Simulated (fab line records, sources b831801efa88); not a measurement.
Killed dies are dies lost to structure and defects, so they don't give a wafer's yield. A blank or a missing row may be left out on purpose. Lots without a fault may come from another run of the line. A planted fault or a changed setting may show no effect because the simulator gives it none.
Chamber matching | flow gf180mcu | GF_V5_ETCH_16 on rie_diel-04: 4 sister chambers
The step etches BARC in N2/H2. 4 wafers are shown with their chamber, then 10 later ones without.

WAFERS WITH THEIR CHAMBER
wafer  | chamber | drypump_motor_current_A (A)
L083.3 | 3       | 5.9
L084.6 | 1       | 5.4
L088.1 | 2       | 5.1
L088.2 | 0       | 4.9

WAFERS WITHOUT THEIR CHAMBER
wafer  | drypump_motor_current_A (A)
L088.3 | 5.4
L088.4 | 5.9
L088.5 | 4.9
L088.6 | 5.3
L095.4 | 5.0
L095.5 | 5.1
L095.6 | 5.9
L097.1 | 5.3
L097.2 | 4.9
L097.3 | 5.1

WHICH CHAMBER EACH WENT THROUGH
wafer  | from the rows above     | in truth
L088.3 | 1                       | 1
L088.4 | 3                       | 3
L088.5 | 0                       | 0
L088.6 | can't be placed: 1 or 2 | 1
L095.4 | can't be placed: 0 or 2 | 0
L095.5 | 2                       | 2
L095.6 | 3                       | 3
L097.1 | can't be placed: 1 or 2 | 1
L097.2 | 0                       | 0
L097.3 | 2                       | 2
Placed correctly: 7 of 10. Can't be placed from these rows: 3 (the true chamber is among the candidates in 3). Placed wrongly: 0.
How it was worked out, from the rows above alone: a wafer's distance from a chamber is the root of the sum, over the readings, of the square of ((its reading less the chamber's mean) divided by the reading's scatter). The wafer belongs to the nearest chamber; if the next one is less than 2 further off, it can't be placed. A chamber's mean is the mean of its shown wafers. The scatter: with one shown wafer a chamber, the root of the mean of the squares of how far each hidden wafer lies from its nearest shown one.
